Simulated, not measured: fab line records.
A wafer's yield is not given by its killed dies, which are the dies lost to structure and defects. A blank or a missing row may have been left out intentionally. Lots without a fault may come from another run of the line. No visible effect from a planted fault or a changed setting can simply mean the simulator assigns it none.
Problem report, 8D (eight disciplines) form, completed by code || flow gf180mcu || the parts of the form that need people (team, actions taken, sign-off) are left out

== 1. THE PROBLEM ==
Wafers without a fault read 399.9 nm, standard deviation 2; cdNm at GF_PSD_CD_MEAS_07 reads a mean of 410.9 nm on 6 wafers belonging to 2 lots. Measured from the usual mean, that is +5.5 standard deviations.
The step: target cd 400 nm.
Earliest sighting: wafer L146.1 on cdSem-01 at day 20 05:11. The record has a number at this step for 36 wafers belonging to 12 lots. Rule for "out" (also "out of limits"): further than 4 standard deviations from the usual mean. The other wafers with a number count as sound.

== 2. WHAT IT IS, WHAT IT ISN'T ==
{"question": "which readings at this step", "is": "cdNm", "is not": "-"}
{"question": "which lots", "is": "L146, L148", "is not": "L129, L130, L131, L133, L134, L138, L139, L150, L151, L152"}
{"question": "which wafers of those lots", "is": "all that have a number", "is not": "-"}
{"question": "read on which gauges", "is": "cdSem-01", "is not": "cdSem-02"}
{"question": "when", "is": "from day 20 05:11", "is not": "up to then (21 sound wafers); but 9 sound wafers of L150, L151, L152 came after"}

== 3. THE SUSPECTS, EACH WITH WHAT RULES IT OUT ==
Counting: a tool stays on the suspect list if, at a process step up to the reading, it processed all lots that are out and no sound lot following the first of them.
- the gauge at GF_PSD_CD_MEAS_07: ruled out. All the wafers that are out were read on cdSem-01, but those of them that GF_PSD_COAT_02 has rows for are out there too, on other tools.
- lithoTrack-03 at GF_PSD_COAT_02 (resist thk 1000 nm): kept. It ran every lot that is out, first L146 (day 19 16:52), and no sound lot after that; its last sound lot up to then is L139 (day 17 11:05). Out on those wafers are its own readings of spinSpeedRpm.
The count leaves lithoTrack-03 at GF_PSD_COAT_02.

== 4. THE CAUSE (what the simulator had put in) ==
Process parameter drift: lithoTrack-03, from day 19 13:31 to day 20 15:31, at GF_PSD_COAT_02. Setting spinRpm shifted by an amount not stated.
Counting left only this tool.

== 5. THE EFFECT CHAIN, in route order ==
Rows list readings where the struck wafers' mean (over those with a number) sits beyond 3 standard deviations from the usual. Scope: only readings with a usual standard deviation given in the record; hours: median across lots of the time from each lot's start at the first step in this table that gives one to its start at this step; sigmas: change in usual standard deviations.
{"hours": 0, "step": "GF_PSD_COAT_02", "reading": "spinSpeedRpm", "usual": "2999.9 rpm", "on struck wafers": 3854.8, "change": "+854.9", "sigmas": "+99 or more"}
{"hours": 12, "step": "GF_PSD_CD_MEAS_07", "reading": "cdNm", "usual": "399.9 nm", "on struck wafers": 410.9, "change": "+11.0", "sigmas": "+5.5"}
{"hours": 17, "step": "GF_PSD_STRIP_10", "reading": "stripTimeToEndpointS", "usual": "16.51 s", "on struck wafers": 15.20, "change": -1.31, "sigmas": -37}
Process steps it contains:
- GF_PSD_COAT_02: resist thk 1000 nm.
- GF_PSD_STRIP_10: strips in O2/N2.

== 6. HOW IT WOULD HAVE BEEN CAUGHT EARLIER ==
In this record the first reading out of limits at a measuring or inspecting step was taken at day 20 05:11, 16 hours after the fault began at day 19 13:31.
At GF_PSD_COAT_02, the tool's own readings (spinSpeedRpm) were out on each struck wafer the step has a row for, so an alarm limit on them would have fired on the first such wafer.
Among the 2 lots that are out, L148 began GF_PSD_COAT_02 on lithoTrack-03 after day 20 05:11. A hold on the tool at that time would have spared it.
